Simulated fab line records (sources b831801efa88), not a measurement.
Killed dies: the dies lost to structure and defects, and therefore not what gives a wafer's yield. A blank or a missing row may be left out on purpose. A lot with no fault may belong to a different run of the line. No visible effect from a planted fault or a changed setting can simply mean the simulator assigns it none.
Which tool was responsible? / flow gf180mcu / 14 lots, 42 wafers sampled, at 5 steps of a route of 602

## WHAT THE GAUGES SHOWED, per wafer
GF_STI_THK_MEAS_04. Usual: for STI_CVD_03_THK the level is 206.6 nm and the standard deviation is 1.8.
lot=L554; measured=day 1 13:34; on=film_metro-01; STI_CVD_03_THK (nm)=207.8 206.1 206.1; flag=
lot=L555; measured=day 1 18:40; on=film_metro-04; STI_CVD_03_THK (nm)=207.8 208.6 209.2; flag=
lot=L556; measured=day 2 00:24; on=film_metro-03; STI_CVD_03_THK (nm)=207.2 206.8 208.3; flag=
lot=L557; measured=day 2 06:18; on=film_metro-03; STI_CVD_03_THK (nm)=206.5 203.9 204.5; flag=
lot=L562; measured=day 3 05:34; on=film_metro-01; STI_CVD_03_THK (nm)=210.1 206.7 207.4; flag=
lot=L563; measured=day 3 10:34; on=film_metro-03; STI_CVD_03_THK (nm)=205.5 206.0 207.1; flag=
lot=L564; measured=day 3 15:34; on=film_metro-04; STI_CVD_03_THK (nm)=205.3 205.4 206.7; flag=
lot=L565; measured=day 3 20:53; on=film_metro-03; STI_CVD_03_THK (nm)=207.6 207.9 206.2; flag=
lot=L568; measured=day 4 12:28; on=film_metro-01; STI_CVD_03_THK (nm)=206.4 205.4 205.0; flag=
lot=L569; measured=day 4 16:34; on=film_metro-03; STI_CVD_03_THK (nm)=203.9 204.7 206.2; flag=
lot=L570; measured=day 4 21:34; on=film_metro-03; STI_CVD_03_THK (nm)=205.9 207.6 206.6; flag=
lot=L572; measured=day 5 09:38; on=film_metro-04; STI_CVD_03_THK (nm)=206.6 209.3 209.7; flag=
lot=L576; measured=day 6 06:22; on=film_metro-03; STI_CVD_03_THK (nm)=204.4 205.2 205.6; flag=
lot=L577; measured=day 6 09:10; on=film_metro-01; STI_CVD_03_THK (nm)=204.3 206.9 206.2; flag=

GF_STI_THK_MEAS_24. Usual: for STI_CVD_23_THK the level is 650 nm and the standard deviation is 7.6.
lot=L554; measured=day 2 05:31; on=film_metro-03; STI_CVD_23_THK (nm)=649 661 652; flag=
lot=L555; measured=day 2 13:52; on=film_metro-03; STI_CVD_23_THK (nm)=655 647 643; flag=
lot=L556; measured=day 2 13:52; on=film_metro-01; STI_CVD_23_THK (nm)=650 657 653; flag=
lot=L557; measured=day 2 20:06; on=film_metro-01; STI_CVD_23_THK (nm)=657 664 650; flag=
lot=L562; measured=day 3 20:39; on=film_metro-03; STI_CVD_23_THK (nm)=664 645 639; flag=
lot=L563; measured=day 4 01:46; on=film_metro-04; STI_CVD_23_THK (nm)=637 662 647; flag=
lot=L564; measured=day 4 06:40; on=film_metro-04; STI_CVD_23_THK (nm)=652 647 637; flag=
lot=L565; measured=day 4 12:14; on=film_metro-04; STI_CVD_23_THK (nm)=661 649 645; flag=
lot=L568; measured=day 5 06:20; on=film_metro-03; STI_CVD_23_THK (nm)=655 654 645; flag=
lot=L569; measured=day 5 09:29; on=film_metro-01; STI_CVD_23_THK (nm)=644 641 644; flag=
lot=L570; measured=day 5 14:32; on=film_metro-03; STI_CVD_23_THK (nm)=635 647 646; flag=
lot=L572; measured=day 6 03:04; on=film_metro-01; STI_CVD_23_THK (nm)=637 642 645; flag=
lot=L576; measured=day 7 00:39; on=film_metro-04; STI_CVD_23_THK (nm)=648 665 660; flag=
lot=L577; measured=day 7 02:25; on=film_metro-01; STI_CVD_23_THK (nm)=665 655 644; flag=

GF_NWELL_TW_MEAS_11. Usual: for NWELL_TW the level is 1576 and the standard deviation is 21.
lot=L554; measured=day 3 12:49; on=film_metro-01; NWELL_TW=1597 1598 1590; flag=
lot=L555; measured=day 3 20:04; on=film_metro-01; NWELL_TW=1601 1606 1598; flag=
lot=L556; measured=day 3 19:43; on=film_metro-01; NWELL_TW=1591 1598 1600; flag=
lot=L557; measured=day 4 00:25; on=film_metro-02; NWELL_TW=1552 1555 1548; flag=
lot=L562; measured=day 5 02:51; on=film_metro-04; NWELL_TW=1569 1573 1576; flag=
lot=L563; measured=day 5 07:18; on=film_metro-04; NWELL_TW=1586 1582 1578; flag=
lot=L564; measured=day 5 13:38; on=film_metro-01; NWELL_TW=2936 2902 2931 2920 2921 2927; flag=OFF
lot=L565; measured=day 5 20:03; on=film_metro-04; NWELL_TW=2880 2880 2875 2876 2891 2882; flag=OFF
lot=L568; measured=day 6 15:55; on=film_metro-01; NWELL_TW=1613 1604 1600; flag=
lot=L569; measured=day 6 19:57; on=film_metro-02; NWELL_TW=1551 1558 1551; flag=
lot=L570; measured=day 6 23:18; on=film_metro-02; NWELL_TW=1548 1544 1546; flag=
lot=L572; measured=day 7 13:33; on=film_metro-02; NWELL_TW=1556 1551 1549; flag=
lot=L576; measured=day 8 12:34; on=film_metro-01; NWELL_TW=1589 1595 1596; flag=
lot=L577; measured=day 8 14:01; on=film_metro-04; NWELL_TW=1571 1569 1568; flag=

GF_MVSD_OVL_MEAS_07. Usual: for MVSD_OVL the level is 0.3 nm and the standard deviation is 1.4.
lot=L554; measured=day 4 16:22; on=overlay-01; MVSD_OVL (nm)=-0.9 2.1 0.3; flag=
lot=L555; measured=day 4 23:22; on=overlay-01; MVSD_OVL (nm)=-1.8 -2.8 -2.1; flag=
lot=L556; measured=day 4 22:34; on=overlay-01; MVSD_OVL (nm)=1.1 1.4 -0.5; flag=
lot=L557; measured=day 5 04:07; on=overlay-01; MVSD_OVL (nm)=0.4 1.0 1.9; flag=
lot=L562; measured=day 6 07:16; on=overlay-02; MVSD_OVL (nm)=0.1 -1.6 0.8; flag=
lot=L563; measured=day 6 12:34; on=overlay-02; MVSD_OVL (nm)=2.3 -0.7 0.5; flag=
lot=L568; measured=day 7 23:04; on=overlay-01; MVSD_OVL (nm)=-0.1 -1.3 -0.5; flag=
lot=L569; measured=day 8 03:58; on=overlay-01; MVSD_OVL (nm)=2.1 1.6 1.9; flag=
lot=L570; measured=day 8 06:52; on=overlay-02; MVSD_OVL (nm)=-0.9 -1.3 -0.7; flag=
lot=L572; measured=day 8 22:04; on=overlay-02; MVSD_OVL (nm)=-1.8 -2.2 -2.0; flag=
lot=L576; measured=day 9 23:25; on=overlay-02; MVSD_OVL (nm)=1.8 3.4 -0.4; flag=
lot=L577; measured=day 10 00:43; on=overlay-01; MVSD_OVL (nm)=2.0 0.7 1.6; flag=

## WHICH TOOL RAN EACH LOT (tool, then ch and the chambers of the sampled wafers, then the start)
lot=L554; GF_NWELL_IMPLANT_08=implanter-04 ch 0, day 3 12:26
lot=L555; GF_NWELL_IMPLANT_08=implanter-03 ch 0, day 3 19:40
lot=L556; GF_NWELL_IMPLANT_08=implanter-01 ch 0, day 3 19:19
lot=L557; GF_NWELL_IMPLANT_08=implanter-04 ch 0, day 4 00:02
lot=L562; GF_NWELL_IMPLANT_08=implanter-03 ch 0, day 5 02:27
lot=L563; GF_NWELL_IMPLANT_08=implanter-04 ch 0, day 5 06:54
lot=L564; GF_NWELL_IMPLANT_08=implanter-04 ch 0, day 5 13:10
lot=L565; GF_NWELL_IMPLANT_08=implanter-04 ch 0, day 5 19:39
lot=L568; GF_NWELL_IMPLANT_08=implanter-03 ch 0, day 6 15:31
lot=L569; GF_NWELL_IMPLANT_08=implanter-03 ch 0, day 6 19:33
lot=L570; GF_NWELL_IMPLANT_08=implanter-01 ch 0, day 6 22:54
lot=L572; GF_NWELL_IMPLANT_08=implanter-03 ch 0, day 7 13:09
lot=L576; GF_NWELL_IMPLANT_08=implanter-04 ch 0, day 8 12:10
lot=L577; GF_NWELL_IMPLANT_08=implanter-04 ch 0, day 8 13:38
- GF_NWELL_IMPLANT_08

## WHAT THE TOOLS THEMSELVES READ (means of the sampled wafers that have a number; where no wafer has one, the mark that the record gives instead)
GF_NWELL_IMPLANT_08. Usual: beam_on_s 9.98 s, standard deviation 0.2; dose_ions_cm2 1.4998e+13, standard deviation 1.9e+10; faraday_current_uA 84.8, standard deviation 1.7.
lot=L554; tool=implanter-04; beam_on_s (s)=9.89; dose_ions_cm2=1.4994e+13; faraday_current_uA=85.5; flag=
lot=L555; tool=implanter-03; beam_on_s (s)=10.05; dose_ions_cm2=1.4991e+13; faraday_current_uA=84.1; flag=
lot=L556; tool=implanter-01; beam_on_s (s)=10.01; dose_ions_cm2=1.5007e+13; faraday_current_uA=84.6; flag=
lot=L557; tool=implanter-04; beam_on_s (s)=9.96; dose_ions_cm2=1.4965e+13; faraday_current_uA=84.8; flag=
lot=L562; tool=implanter-03; beam_on_s (s)=10.10; dose_ions_cm2=1.4985e+13; faraday_current_uA=83.6; flag=
lot=L563; tool=implanter-04; beam_on_s (s)=9.87; dose_ions_cm2=1.5004e+13; faraday_current_uA=85.4; flag=
lot=L564; tool=implanter-04; beam_on_s (s)=48.55; dose_ions_cm2=1.1301e+14; faraday_current_uA=131.2; flag=OFF
lot=L565; tool=implanter-04; beam_on_s (s)=47.71; dose_ions_cm2=1.1302e+14; faraday_current_uA=133.5; flag=OFF
lot=L568; tool=implanter-03; beam_on_s (s)=9.79; dose_ions_cm2=1.4979e+13; faraday_current_uA=86.3; flag=
lot=L569; tool=implanter-03; beam_on_s (s)=10.18; dose_ions_cm2=1.5026e+13; faraday_current_uA=83.1; flag=
lot=L570; tool=implanter-01; beam_on_s (s)=10.05; dose_ions_cm2=1.4990e+13; faraday_current_uA=84.1; flag=
lot=L572; tool=implanter-03; beam_on_s (s)=10.15; dose_ions_cm2=1.4988e+13; faraday_current_uA=83.6; flag=
lot=L576; tool=implanter-04; beam_on_s (s)=10.13; dose_ions_cm2=1.5001e+13; faraday_current_uA=83.7; flag=
lot=L577; tool=implanter-04; beam_on_s (s)=10.00; dose_ions_cm2=1.5012e+13; faraday_current_uA=84.8; flag=

## THE ANSWER, worked out from the rows above alone
Rule: take the mean of a lot's wafers that have a number; if it is more than 3 standard deviations from the usual mean, the lot is off. A lot without any number at a reading at which 4 lots or more have one is off too. All remaining lots with rows at the step are treated as sound. The gauges are gone through in route order, then the tools' own readings, and for those a lot's mean is taken as printed above. At the first step where some lot is off, the reading lying furthest off is the one used; lots without a number count as furthest.
Off: L564, L565, at GF_NWELL_TW_MEAS_11 (NWELL_TW).
If a tool, at a process step before that reading, ran all the lots that are off and no sound lot after the first of them, it fits. The gauges at GF_NWELL_TW_MEAS_11 aren't tried: what is off there is off at GF_NWELL_IMPLANT_08 too, on other tools, and a gauge's error can't cause that. No candidate that was tried fits.

## WHAT THE SIMULATOR PUT IN
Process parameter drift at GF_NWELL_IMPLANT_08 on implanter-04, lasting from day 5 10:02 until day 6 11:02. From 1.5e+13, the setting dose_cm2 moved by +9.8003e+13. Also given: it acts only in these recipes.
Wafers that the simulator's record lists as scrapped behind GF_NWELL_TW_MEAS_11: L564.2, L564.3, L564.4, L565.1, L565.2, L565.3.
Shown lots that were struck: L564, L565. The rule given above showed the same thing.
